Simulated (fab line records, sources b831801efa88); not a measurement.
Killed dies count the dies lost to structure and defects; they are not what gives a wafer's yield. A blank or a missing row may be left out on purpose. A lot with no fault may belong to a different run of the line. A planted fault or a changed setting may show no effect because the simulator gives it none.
One fault seen from 2 desks -- flow sky130 -- each desk has only its own numbers; what lay behind them comes last

## THE METROLOGY DESK
Lot by lot, what the gauges showed, no matter which tool ran the lot: averages of those sampled wafers that carry a number. The brackets show how far a lot's mean lies from the usual mean; more than 4 standard deviations puts the lot out of limits, marked OUT.
Columns: A = cd_nm at SKY_METAL3_CD_MEAS_13, usual 300.3 nm; B = METAL3_OVL at SKY_METAL3_OVL_MEAS_14, usual -3 nm
lot,first seen here,A,B
L217,day 38 21:05,302.6,-0
L220,day 39 07:15,300.1,-5
L221,day 40 00:40,299.9,-9
L225,day 40 23:10,300.5,8
L230,day 42 11:22,300.4,-2
L229,day 42 12:43,299.2,-4
L232,day 43 01:16,300.5,-2
L233,day 43 06:26,299.2,3
L238,day 44 13:50,300.9,-5
L239,day 44 21:37,302.8,-11
L240,day 45 00:11,301.1,-6
This desk's verdict: no lot among the 11 shows anything out of limits.

## AT THE TOOL OWNER'S DESK: pvd_sputter-04
The tool's own readings at SKY_METAL4_SPUTTER_02 (material AlCu, target thk 735 nm, time 39.1 s): means of the sampled wafers that have a number, for each lot that ran on this tool. The brackets show how far a lot's mean lies from the usual mean; more than 4 standard deviations puts the lot out of limits, marked OUT.
Columns: A = throttle_valve_pct at SKY_METAL4_SPUTTER_02, usual 30.0 %
lot,first seen here,A
L221,day 41 03:47,29.0
L230,day 43 13:59,29.2
L229,day 43 15:52,29.6
L240,day 46 01:05,30.3
This desk's verdict: no lot among the 4 shows anything out of limits.

## ALL TOGETHER
Nothing out of limits was seen by the metrology desk.
Nothing out of limits was seen by the tool owner's desk.

## WHAT HAD BEEN PUT IN BY THE SIMULATOR
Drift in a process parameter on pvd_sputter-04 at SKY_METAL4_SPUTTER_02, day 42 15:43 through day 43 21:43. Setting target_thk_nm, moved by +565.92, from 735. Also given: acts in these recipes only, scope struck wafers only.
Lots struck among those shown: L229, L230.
